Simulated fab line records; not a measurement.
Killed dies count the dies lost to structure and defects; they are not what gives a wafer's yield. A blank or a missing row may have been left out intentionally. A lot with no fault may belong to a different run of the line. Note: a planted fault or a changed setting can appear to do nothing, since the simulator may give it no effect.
fab line records	flow sky130
record: lots: 6	wafers: 18	last-day: 47
route steps=708 shown METAL4@598 CAP2M@603 PAD_OPEN@708
lots untouched by any fault: they come from a run of this same line in which no faults occurred
start-h: the number of hours between the record's first day and the start of the first shown wafer of the lot	wait-h: time in hours since the lot's previous step	" the same as in the row above	L1.1+2: several wafers, shown together as one row	- no value, or no start was given	* or withheld: withheld	< > ~ a bound
route shown NAME@n: a module of which the file shows steps, and the number in the route of the first	usual: the fault-free wafers' mean and standard deviation	same: alike in all rows	chamber/n: place in a boat	sites: each site's reading	_std_site: the standard deviation of these	_edge_site: outer sites' mean less inner sites'	radius-mm: how far each site lies from the wafer's centre	mask NAME#n: copy n	behind: the most recent tool/chamber to have shaped the wafer	hold: why the lot went on hold/how many hours it stayed there/how the hold came to an end	device: which transistor (n, p or np) failed to switch	end of line: tests run on the same wafers once the route is complete	a step given without rows: its recipe and nothing more	killed: dies that structure and defects cost at the first sort, which is not the same as the wafer's yield	map: dies across one wafer; x = killed, . = not, _ = none there
set.NAME: the setting as run; set.NAME@STEP: as run at that earlier step	model.NAME: the simulator's own value behind a step, which no gauge read
lots at selected steps of the route; one table per step, one row per wafer
services: from which hour (start-h, from the record's first day; less than 0 if before it) a tool's chamber was out of use, for how many hours, and why
== steps ==
step: SKY_METAL4_SPUTTER_00
recipe: material: Ti	target-thk-nm: 15	power-w: 3000	time-s: 10	chamber-pressure-pa: 0.4
usual: throttle-valve-pct: 30.0/1.1
lot.wafer	tool	chamber	start-h	wait-h	throttle-valve-pct
L928.1	pvd-sputter-02	-	930.69	0.1	30.9
L928.2	"	-	"	"	29.0
L928.4	"	-	"	"	30.1
L931.1	pvd-sputter-02	-	958.52	0.2	31.1
L931.2	"	-	"	"	29.3
L931.6	"	-	"	"	29.1
L930.3	pvd-sputter-02	-	963.73	0.2	29.9
L930.4	"	-	"	"	29.0
L930.6	"	-	"	"	30.0
L933.1	pvd-sputter-02	-	973.56	0.2	29.0
L933.3	"	-	"	"	30.7
L933.4	"	-	"	"	30.0
L935.1	pvd-sputter-02	-	977.49	0.1	31.0
L935.2	"	-	"	"	29.8
L935.5	"	-	"	"	30.8
L934.1	pvd-sputter-02	-	981.56	0.1	30.2
L934.4	"	-	"	"	30.9
L934.6	"	-	"	"	30.9
step: SKY_METAL4_SPUTTER_01
recipe: material: TiN	target-thk-nm: 20	power-w: 6500	time-s: 16.7	chamber-pressure-pa: 0.4
usual: throttle-valve-pct: 30.0/1.2
lot.wafer	tool	chamber	start-h	wait-h	throttle-valve-pct
L928.1	pvd-sputter-02	-	930.71	0.0	30.8
L928.2	"	-	"	"	29.1
L928.4	"	-	"	"	30.1
L931.1	pvd-sputter-02	-	958.54	0.0	31.1
L931.2	"	-	"	"	29.9
L931.6	"	-	"	"	28.9
L930.3	pvd-sputter-02	-	963.75	0.0	29.8
L930.4	"	-	"	"	29.1
L930.6	"	-	"	"	30.1
L933.1	pvd-sputter-02	-	973.58	0.0	29.1
L933.3	"	-	"	"	31.0
L933.4	"	-	"	"	29.9
L935.1	pvd-sputter-02	-	977.52	0.0	31.2
L935.2	"	-	"	"	29.6
L935.5	"	-	"	"	30.9
L934.1	pvd-sputter-02	-	981.58	0.0	30.2
L934.4	"	-	"	"	30.6
L934.6	"	-	"	"	31.1
step: SKY_METAL4_SPUTTER_02
recipe: material: AlCu	target-thk-nm: 735	power-w: 10600	time-s: 39.1	chamber-pressure-pa: 0.4
usual: throttle-valve-pct: 30.0/1.1
lot.wafer	tool	chamber	start-h	wait-h	throttle-valve-pct
L928.1	pvd-sputter-02	-	930.74	0.0	31.1
L928.2	"	-	"	"	29.1
L928.4	"	-	"	"	30.0
L931.1	pvd-sputter-02	-	958.57	0.0	30.7
L931.2	"	-	"	"	29.4
L931.6	"	-	"	"	28.9
L930.3	pvd-sputter-02	-	963.77	0.0	29.9
L930.4	"	-	"	"	29.0
L930.6	"	-	"	"	29.9
L933.1	pvd-sputter-02	-	973.61	0.0	29.2
L933.3	"	-	"	"	30.9
L933.4	"	-	"	"	30.0
L935.1	pvd-sputter-02	-	977.54	0.0	30.9
L935.2	"	-	"	"	29.5
L935.5	"	-	"	"	30.9
L934.1	pvd-sputter-02	-	981.60	0.0	29.9
L934.4	"	-	"	"	30.9
L934.6	"	-	"	"	30.8
step: SKY_METAL4_SPUTTER_03
recipe: material: Ti	target-thk-nm: 5	power-w: 3000	time-s: 3.3	chamber-pressure-pa: 0.4
step: SKY_METAL4_SPUTTER_04
recipe: material: TiN	target-thk-nm: 70	power-w: 6500	time-s: 58.3	chamber-pressure-pa: 0.4
usual: throttle-valve-pct: 30.0/1.1
lot.wafer	tool	chamber	start-h	wait-h	throttle-valve-pct
L928.1	pvd-sputter-02	-	930.80	0.0	31.1
L928.2	"	-	"	"	29.1
L928.4	"	-	"	"	30.3
L931.1	pvd-sputter-02	-	958.63	0.0	30.9
L931.2	"	-	"	"	29.5
L931.6	"	-	"	"	29.3
L930.3	pvd-sputter-02	-	963.83	0.0	30.1
L930.4	"	-	"	"	28.9
L930.6	"	-	"	"	29.7
L933.1	pvd-sputter-02	-	973.67	0.0	29.1
L933.3	"	-	"	"	30.8
L933.4	"	-	"	"	29.8
L935.1	pvd-sputter-02	-	977.60	0.0	31.1
L935.2	"	-	"	"	29.6
L935.5	"	-	"	"	31.1
L934.1	pvd-sputter-02	-	981.66	0.0	29.7
L934.4	"	-	"	"	30.8
L934.6	"	-	"	"	31.0
step: SKY_CAP2M_CVD_00
recipe: material: SiO2	target-thk-nm: 15.5	temp-c: 400	time-s: withheld	rf-w: 450
usual: heater-power-w: 702/130
lot.wafer	tool	chamber	start-h	wait-h	heater-power-w
L928.1	pecvd-02	0	930.85	0.0	867
L928.2	"	2	"	"	542
L928.4	"	1	"	"	707
L931.1	pecvd-04	2	958.68	0.0	700
L931.2	"	0	"	"	563
L931.6	"	2	"	"	724
L930.3	pecvd-02	0	963.88	0.0	836
L930.4	"	0	"	"	872
L930.6	"	1	"	"	803
L933.1	pecvd-02	2	973.72	0.0	559
L933.3	"	1	"	"	845
L933.4	"	1	"	"	856
L935.1	pecvd-03	2	977.65	0.0	687
L935.2	"	0	"	"	720
L935.5	"	2	"	"	702
L934.1	pecvd-02	2	981.71	0.0	528
L934.4	"	2	"	"	530
L934.6	"	1	"	"	829
step: SKY_CAP2M_THK_MEAS_01
recipe: reads: SiO2_of_CAP2M_CVD_00
usual: CAP2M_CVD_00_THK: 15.61/0.19
lot.wafer	tool	chamber	start-h	wait-h	CAP2M_CVD_00_THK[nm]
L928.1	film-metro-04	-	930.87	-	15.47
L928.2	"	-	"	"	15.70
L928.4	"	-	"	"	15.60
L931.1	film-metro-04	-	958.70	-	15.30
L931.2	"	-	"	"	15.52
L931.6	"	-	"	"	15.78
L930.3	film-metro-04	-	963.92	-	15.35
L930.4	"	-	"	"	15.65
L930.6	"	-	"	"	15.59
L933.1	film-metro-03	-	973.74	-	15.48
L933.3	"	-	"	"	15.13
L933.4	"	-	"	"	15.54
L935.1	film-metro-02	-	977.67	-	15.43
L935.2	"	-	"	"	15.51
L935.5	"	-	"	"	15.68
L934.1	film-metro-03	-	981.73	-	15.63
L934.4	"	-	"	"	15.54
L934.6	"	-	"	"	15.48
step: SKY_CAP2M_SPUTTER_02
recipe: material: TiN	target-thk-nm: 200	temp-c: 300	power-w: 6500	time-s: 166.7	chamber-pressure-pa: 0.4
step: SKY_CAP2M_RS_MEAS_03
recipe: thk-meas-gauge: four-point-probe	reads: TiN_of_CAP2M_SPUTTER_02
usual: CAP2M_TIN_RS: 6.91/0.073
lot.wafer	tool	chamber	start-h	wait-h	CAP2M_TIN_RS[ohm/sq]
L928.1	film-metro-03	-	931.04	0.1	6.95
L928.2	"	-	"	"	6.87
L928.4	"	-	"	"	6.88
L931.1	film-metro-02	-	958.87	0.1	6.95
L931.2	"	-	"	"	6.93
L931.6	"	-	"	"	6.95
L930.3	film-metro-02	-	964.11	0.1	6.75
L930.4	"	-	"	"	6.83
L930.6	"	-	"	"	6.74
L933.1	film-metro-02	-	973.91	0.1	6.86
L933.3	"	-	"	"	6.87
L933.4	"	-	"	"	6.82
L935.1	film-metro-04	-	977.84	0.1	6.92
L935.2	"	-	"	"	6.90
L935.5	"	-	"	"	6.90
L934.1	film-metro-04	-	981.90	0.1	6.93
L934.4	"	-	"	"	6.87
L934.6	"	-	"	"	6.87
step: SKY_CAP2M_THK_MEAS_04
recipe: thk-meas-gauge: xrf	reads: TiN_of_CAP2M_SPUTTER_02
usual: CAP2M_TIN_THK: 195.7/2
lot.wafer	tool	chamber	start-h	wait-h	CAP2M_TIN_THK[nm]
L928.1	film-metro-03	-	931.16	0.1	195.2
L928.2	"	-	"	"	197.2
L928.4	"	-	"	"	196.3
L931.1	film-metro-02	-	958.99	0.1	194.1
L931.2	"	-	"	"	195.1
L931.6	"	-	"	"	194.2
L930.3	film-metro-02	-	964.21	0.1	199.5
L930.4	"	-	"	"	197.8
L930.6	"	-	"	"	200.3
L933.1	film-metro-02	-	974.03	0.1	195.4
L933.3	"	-	"	"	196.3
L933.4	"	-	"	"	198.1
L935.1	film-metro-04	-	977.96	0.1	197.0
L935.2	"	-	"	"	196.4
L935.5	"	-	"	"	196.4
L934.1	film-metro-04	-	982.02	0.1	196.0
L934.4	"	-	"	"	196.9
L934.6	"	-	"	"	197.2
step: SKY_CAP2M_DEHYDRATE_05
recipe: temp-c: 200	time-s: 60
step: SKY_CAP2M_HMDS_06
recipe: prime-time-s: 60	prime-temp-c: 120
step: SKY_CAP2M_COAT_07
recipe: resist: NOVOLAK	spin-rpm: 3000	resist-thk-nm: 1140
lot.wafer	tool	chamber	start-h	wait-h	model.NOVOLAK_of_CAP2M_COAT_07.thk-nm
L928.1	litho-track-04	0	942.48	0.1	1145
L928.2	"	0	"	"	1142
L928.4	"	0	"	"	1139
L931.1+2	litho-track-04	0	969.48	0.1	1142
L931.6	"	0	"	"	1143
L930.3	litho-track-04	0	975.38	0.1	1135
L930.4+6	"	0	"	"	1134
L933.1	litho-track-04	0	985.33	0.1	1138
L933.3+4	"	0	"	"	1140
L935.1+5	litho-track-04	0	989.38	0.1	1158
L935.2	"	0	"	"	1159
L934.1	litho-track-04	0	992.68	0.1	1159
L934.4	"	0	"	"	1158
L934.6	"	0	"	"	1154
step: SKY_CAP2M_SOFTBAKE_08
recipe: temp-c: 90	time-s: 60	resist: NOVOLAK
step: SKY_CAP2M_EXPOSE_09
recipe: mask-id: CAP2M	na: 0.6	source-shape: conventional	sigma-outer: 0.6	polarization: unpolarized	target-cd-nm: 1000	dose-mj: 159
step: SKY_CAP2M_PEB_10
recipe: temp-c: withheld	time-s: *	resist: NOVOLAK
step: SKY_CAP2M_DEVELOP_11
recipe: resist: NOVOLAK	developer: TMAH	develop-time-s: 60	dev-temp-c: 23
step: SKY_CAP2M_OVL_MEAS_12
usual: CAP2M_OVL: -0.1/1.5
lot.wafer	tool	chamber	start-h	wait-h	CAP2M_OVL[nm]
L928.1	overlay-01	-	955.48	0.1	0.5
L928.2	"	-	"	"	3.3
L928.4	"	-	"	"	3.7
L931.1	overlay-01	-	981.59	0.1	-3.0
L931.2	"	-	"	"	-2.4
L931.6	"	-	"	"	-2.7
L930.3	overlay-02	-	987.71	0.1	-1.2
L930.4	"	-	"	"	0.2
L930.6	"	-	"	"	0.5
L933.1	overlay-02	-	996.80	0.1	1.2
L933.3	"	-	"	"	-0.2
L933.4	"	-	"	"	0.6
L935.1	overlay-02	-	1001.00	0.1	-0.9
L935.2	"	-	"	"	-0.3
L935.5	"	-	"	"	0.7
L934.1	overlay-01	-	1004.99	0.1	-1.5
L934.4	"	-	"	"	-1.4
L934.6	"	-	"	"	-1.3
step: SKY_CAP2M_METAL_ETCH_13
recipe: target-depth-nm: 220	stop-on: SiO2	chemistry: Cl2/BCl3	target: TiN	pressure-mtorr: 10	icp-w: 900	bias-w: 48.5	Cl2_flow_sccm: 60	bcl3-flow-sccm: 30	time-s: 62.9
usual: bcl3-flow-sccm: 30.01/0.09	drypump-motor-current-A: 5.5/0.39	oes-product-au: 0.940/0.0076	throttle-valve-pct: 21.901/0.0096
lot.wafer	tool	chamber	start-h	wait-h	bcl3-flow-sccm	drypump-motor-current-A	oes-product-au	rf-hours-counter-h	throttle-valve-pct	model.NOVOLAK_of_CAP2M_COAT_07.thk-nm
L928.1	rie-metal-02	0	955.51	0.0	30.08	4.9	0.930	9	21.905	999.2
L928.2	"	1	"	"	29.98	5.8	0.945	10	21.915	992.9
L928.4	"	1	"	"	30.14	5.8	0.937	-	21.900	990.3
L931.1	rie-metal-03	0	981.63	0.0	30.06	5.5	0.934	1	21.901	994.5
L931.2	"	1	"	"	30.01	5.1	0.942	10	21.901	995.3
L931.6	"	0	"	"	29.82	5.5	0.941	-	21.914	994.2
L930.3	rie-metal-04	0	987.76	0.0	29.99	6.2	0.957	-	21.899	986.4
L930.4	"	1	"	"	29.97	5.6	0.952	-	21.893	986.1
L930.6	"	1	"	"	30.02	5.6	0.951	-	21.897	985.5
L933.1	rie-metal-03	0	996.83	0.0	29.87	5.5	0.941	2	21.904	990.5
L933.3	"	1	"	"	30.04	5.1	0.947	-	21.910	995.8
L933.4	"	0	"	"	30.01	5.5	0.945	-	21.896	991
L935.1	rie-metal-02	0	1001.03	0.0	29.96	4.9	0.939	11	21.886	1012
L935.2	"	1	"	"	30.01	5.8	0.943	13	21.908	1010
L935.5	"	1	"	"	29.97	5.8	0.942	-	21.910	1009
L934.1	rie-metal-02	0	1005.03	0.0	30.00	5.0	0.937	11	21.896	1015
L934.4	"	0	"	"	30.02	5.0	0.943	-	21.898	1014
L934.6	"	0	"	"	29.96	5.0	0.939	-	21.915	1007
step: SKY_CAP2M_STRIP_14
recipe: chemistry: O2/N2	power-w: 1400	pressure-mtorr: 1500	platen-temp-c: withheld	o2-flow-sccm: 3000	n2-flow-sccm: 300	overash-fraction: 0.5
usual: drypump-motor-current-A: 5.4/0.4	oes-product-au: 0.711/0.0044	strip-time-to-endpoint-s: 12.64/0.038
lot.wafer	tool	chamber	start-h	wait-h	drypump-motor-current-A	oes-product-au	rf-hours-counter-h	strip-time-to-endpoint-s
L928.1	plasma-asher-03	1	955.68	0.1	5.2	0.717	112	12.72
L928.2	"	0	"	"	4.9	0.711	112	12.65
L928.4	"	1	"	"	5.2	0.713	-	12.62
L931.1	plasma-asher-03	0	981.71	0.1	4.8	0.712	115	12.67
L931.2	"	1	"	"	5.2	0.707	115	12.67
L931.6	"	0	"	"	4.9	0.710	-	12.65
L930.3	plasma-asher-02	0	987.85	0.1	5.8	0.712	-	12.58
L930.4	"	1	"	"	5.5	0.713	-	12.57
L930.6	"	1	"	"	5.5	0.708	-	12.55
L933.1	plasma-asher-02	1	996.91	0.1	5.6	0.706	24	12.62
L933.3	"	0	"	"	5.8	0.712	-	12.67
L933.4	"	1	"	"	5.5	0.710	-	12.62
L935.1	plasma-asher-03	0	1001.11	0.1	4.9	0.713	117	12.81
L935.2	"	1	"	"	5.2	0.712	117	12.77
L935.5	"	1	"	"	5.2	0.716	-	12.83
L934.1	plasma-asher-03	1	1005.11	0.1	5.3	0.713	117	12.84
L934.4	"	1	"	"	5.2	0.700	-	12.82
L934.6	"	0	"	"	4.9	0.709	-	12.83
step: SKY_CAP2M_STRIP_15
recipe: chemistry: post-etch-residue-remover	time-s: 1200	temp-c: 72.5
step: SKY_PAD_OPEN_PROBE_99
usual: defect-limited-yield: 82.8/1.9	killed_at_M0_to_M3: 43/7.3	killed_at_M4_up: 3.6/1.9	killed-at-contacts: 23/5.3	killed-at-front-end: 15/4.5	killed-at-other: 0.3/0.72	killed-dies: 85/9.4	killed-on-rim: 17/4.2	killed-open: 46/6.7	killed-short: 38/6.8	sort_bin_3_pad_short: 0.8/0.36	sort_bin_5_function: 10.1/1.3	sort_bin_6_memory: 6.3/1.2	sort-n-pass: 407/9.4	sort-yield-pct: 82.8/1.9
same: gross-dies: 492	killed-at-back-side: 0	sort_bin_4_leakage[%]: 0	sort_bin_8_speed[%]: 0
lot.wafer	tool	chamber	start-h	wait-h	defect-limited-yield[%]	killed_at_M0_to_M3	killed_at_M4_up	killed-at-contacts	killed-at-front-end	killed-at-other	killed-dies	killed-on-rim	killed-open	killed-short	sort_bin_3_pad_short[%]	sort_bin_5_function[%]	sort_bin_6_memory[%]	sort-n-pass	sort-yield-pct[%]
L928.1	prober-01	-	1076.16	0.1	82.5	46	2	28	9	1	86	18	53	32	1.0	8.7	7.7	406	82.5
L928.2	prober-01	-	1076.21	0.1	84.3	44	3	19	11	0	77	18	34	43	1.0	6.9	7.7	415	84.3
L928.4	prober-01	-	1076.31	0.2	82.5	50	3	23	10	0	86	15	52	33	1.4	9.1	6.9	406	82.5
L931.1	prober-01	-	1099.06	0.1	84.6	46	5	16	9	0	76	6	38	38	0.2	9.3	5.9	416	84.6
L931.2	prober-01	-	1099.11	0.1	81.3	49	5	23	13	2	92	24	47	43	1.0	10.6	7.1	400	81.3
L931.6	prober-01	-	1099.31	0.2	87.4	31	2	19	10	0	62	15	37	25	1.2	6.9	4.5	430	87.4
L930.3	prober-02	-	1103.57	0.2	82.5	44	4	27	10	1	86	15	51	34	0.8	10.6	6.1	406	82.5
L930.4	prober-02	-	1103.62	0.2	82.3	43	6	23	15	0	87	23	42	45	1.0	10.0	6.7	405	82.3
L930.6	prober-02	-	1103.72	0.2	82.5	42	2	22	20	0	86	21	41	45	1.6	10.0	5.9	406	82.5
L933.1	prober-02	-	1112.87	0.1	83.1	39	3	24	17	0	83	14	52	31	0.4	8.9	7.5	409	83.1
L933.3	prober-02	-	1112.97	0.2	82.1	40	1	31	16	0	88	17	46	42	1.4	11.0	5.5	404	82.1
L933.4	prober-02	-	1113.02	0.2	81.7	50	3	25	11	1	90	15	50	40	0.6	11.0	6.7	402	81.7
L935.1	prober-01	-	1116.67	0.1	83.5	49	1	18	13	0	81	17	51	30	1.0	10.0	5.5	411	83.5
L935.2	prober-01	-	1116.72	0.1	82.7	48	2	22	13	0	85	17	42	43	0.8	8.7	7.7	407	82.7
L935.5	prober-01	-	1116.87	0.2	82.1	47	1	28	11	1	88	19	42	46	1.0	10.2	6.7	404	82.1
L934.1	prober-02	-	1120.52	0.1	80.5	48	2	28	17	1	96	18	47	49	0.6	11.8	7.1	396	80.5
L934.4	prober-02	-	1120.67	0.2	87.2	34	2	17	10	0	63	18	42	21	0.6	7.1	5.1	429	87.2
L934.6	prober-02	-	1120.77	0.2	81.3	45	1	31	15	0	92	19	57	35	0	10.4	8.3	400	81.3
killed by level:class
L928.1 VIA1:geometric-particle:open=12 CONTACT:geometric-particle:open=10 VIA2:geometric-particle:open=8 LI_CONTACT:geometric-particle:open=7 VIA3:geometric-particle:open=5 LOCAL_INTERCONNECT:geometric-particle:short=4 VIA3:geometric-particle:short=4 METAL1:geometric-particle:short=4
L928.2 VIA3:geometric-particle:open=8 VIA2:geometric-particle:open=6 VIA1:geometric-particle:open=6 METAL2:geometric-particle:short=6 LOCAL_INTERCONNECT:geometric-particle:short=5 CONTACT:geometric-particle:open=5 METAL1:geometric-particle:short=5 VIA3:geometric-particle:short=5
L928.4 VIA1:geometric-particle:open=15 LI_CONTACT:geometric-particle:open=11 VIA2:geometric-particle:open=8 METAL2:geometric-particle:short=7 METAL2:geometric-particle:open=4 VIA3:geometric-particle:open=4 METAL1:geometric-particle:short=4 VIA2:geometric-particle:short=4
L931.1 VIA2:geometric-particle:open=11 METAL2:geometric-particle:short=7 METAL1:geometric-particle:short=6 VIA3:geometric-particle:open=6 VIA3:geometric-particle:short=5 FIELD_ISO:geometric-particle:open=4 CONTACT:geometric-particle:open=4 CONTACT:geometric-particle:short=4
L931.2 VIA3:geometric-particle:open=9 METAL2:geometric-particle:short=8 LI_CONTACT:geometric-particle:open=7 VIA1:geometric-particle:open=7 FIELD_ISO:geometric-particle:open=5 LI_CONTACT:geometric-particle:short=5 CONTACT:geometric-particle:open=5 VIA2:geometric-particle:open=5
L931.6 CONTACT:geometric-particle:open=8 VIA3:geometric-particle:open=8 VIA1:geometric-particle:open=6 LI_CONTACT:geometric-particle:open=5 VIA2:geometric-particle:open=4 VIA3:geometric-particle:short=4 LOCAL_INTERCONNECT:geometric-particle:short=3 METAL2:geometric-particle:short=3
L930.3 LI_CONTACT:geometric-particle:open=9 VIA2:geometric-particle:open=8 CONTACT:geometric-particle:open=8 VIA1:geometric-particle:open=6 LI_CONTACT:geometric-particle:short=5 METAL1:geometric-particle:short=5 LOCAL_INTERCONNECT:geometric-particle:short=5 VIA3:geometric-particle:open=5
L930.4 VIA1:geometric-particle:open=12 METAL2:geometric-particle:short=8 LI_CONTACT:geometric-particle:open=7 LOCAL_INTERCONNECT:geometric-particle:short=7 VIA2:geometric-particle:open=5 CONTACT:geometric-particle:open=5 FIELD_ISO:geometric-particle:short=4 POLY_GATE:geometric-particle:open=4
L930.6 VIA2:geometric-particle:open=7 LI_CONTACT:geometric-particle:open=7 CONTACT:geometric-particle:open=7 VIA1:geometric-particle:short=7 VIA1:geometric-particle:open=6 FIELD_ISO:geometric-particle:short=5 METAL2:geometric-particle:short=5 FIELD_ISO:geometric-particle:open=4
L933.1 CONTACT:geometric-particle:open=14 VIA1:geometric-particle:open=8 VIA3:geometric-particle:open=6 VIA2:geometric-particle:open=5 FIELD_ISO:geometric-particle:open=5 METAL1:geometric-particle:short=5 LI_CONTACT:geometric-particle:open=4 FIELD_ISO:geometric-particle:short=4
L933.3 VIA1:geometric-particle:open=11 CONTACT:geometric-particle:short=9 CONTACT:geometric-particle:open=7 LI_CONTACT:geometric-particle:open=6 VIA3:geometric-particle:short=6 FIELD_ISO:geometric-particle:short=5 METAL1:geometric-particle:short=5 LI_CONTACT:geometric-particle:short=4
L933.4 VIA1:geometric-particle:open=13 VIA3:geometric-particle:open=10 CONTACT:geometric-particle:open=10 CONTACT:geometric-particle:short=7 VIA1:geometric-particle:short=6 LI_CONTACT:geometric-particle:open=6 METAL2:geometric-particle:short=6 FIELD_ISO:geometric-particle:short=4
L935.1 VIA3:geometric-particle:open=10 VIA1:geometric-particle:open=10 CONTACT:geometric-particle:open=9 METAL1:geometric-particle:short=8 VIA2:geometric-particle:open=7 LI_CONTACT:geometric-particle:open=5 VIA3:geometric-particle:short=4 POLY_GATE:geometric-particle:open=4
L935.2 VIA1:geometric-particle:open=9 LI_CONTACT:geometric-particle:open=7 VIA3:geometric-particle:open=7 METAL2:geometric-particle:short=7 VIA2:geometric-particle:open=7 CONTACT:geometric-particle:open=6 METAL1:geometric-particle:short=6 VIA3:geometric-particle:short=5
L935.5 CONTACT:geometric-particle:open=14 VIA1:geometric-particle:short=11 CONTACT:geometric-particle:short=8 METAL1:geometric-particle:short=8 VIA1:geometric-particle:open=7 VIA3:geometric-particle:open=6 LI_CONTACT:geometric-particle:open=5 METAL2:geometric-particle:short=5
L934.1 METAL2:geometric-particle:short=10 VIA2:geometric-particle:open=9 CONTACT:geometric-particle:open=9 VIA1:geometric-particle:open=8 POLY_GATE:geometric-particle:open=5 LI_CONTACT:geometric-particle:short=5 LI_CONTACT:geometric-particle:open=5 LOCAL_INTERCONNECT:geometric-particle:short=5
L934.4 CONTACT:geometric-particle:open=9 VIA1:geometric-particle:open=7 VIA2:geometric-particle:open=7 VIA3:geometric-particle:open=6 FIELD_ISO:geometric-particle:short=5 LI_CONTACT:geometric-particle:open=4 METAL1:geometric-particle:short=3 METAL2:geometric-particle:short=3
L934.6 VIA1:geometric-particle:open=12 CONTACT:geometric-particle:open=9 VIA3:geometric-particle:open=9 CONTACT:geometric-particle:short=7 LI_CONTACT:geometric-particle:open=7 LOCAL_INTERCONNECT:geometric-particle:short=5 METAL2:geometric-particle:short=5 FIELD_ISO:geometric-particle:short=4
== services ==
tool	chamber	start-h	hours	kind
pecvd-02	-	913.83	2.8	pm
pecvd-03	0	924.74	10.2	scheduled-down
rie-metal-03	0	930.86	-	clean
rie-metal-03	0	930.86	15.0	scheduled-down
rie-metal-03	0	930.86	15.0	vent-cycle
pvd-sputter-02	-	934.79	2.4	repair
pecvd-02	1	937.16	18.3	repair
pecvd-04	-	949.86	8.2	repair
plasma-asher-02	-	955.45	14.6	pm
pecvd-02	2	964.80	5.6	repair
pecvd-03	1	999.38	-	clean
pecvd-03	1	999.38	-	consumable-replace:showerhead
pecvd-03	1	999.38	29.0	scheduled-down
pecvd-03	1	999.38	29.0	vent-cycle
== key ==
first-sign: step: SKY_CAP2M_STRIP_14	reading: strip-time-to-endpoint-s	direction: up	sigmas: 4.6	usual: *	struck: *
effect none on later readings
model-effect: step: SKY_CAP2M_COAT_07	value: NOVOLAK_of_CAP2M_COAT_07.thk-nm	without: 1138	struck: 1157
model-effect: step: SKY_CAP2M_METAL_ETCH_13	value: NOVOLAK_of_CAP2M_COAT_07.thk-nm	without: 992.1	struck: 1011
met-at SKY_CAP2M_COAT_07
struck-wafers L934.1,L934.4,L934.6,L935.1,L935.2,L935.5
onset-between 985.33 989.38
also-fits time
fault: kind: process-parameter-drift	tool: litho-track-04	chamber: -	onset-h: 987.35	steps: SKY_CAP2M_COAT_07	channel: resist-thk-nm	offset: 19.132	shape: step	end-h: 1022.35	acts-in: these-recipes-only	stated: 1140
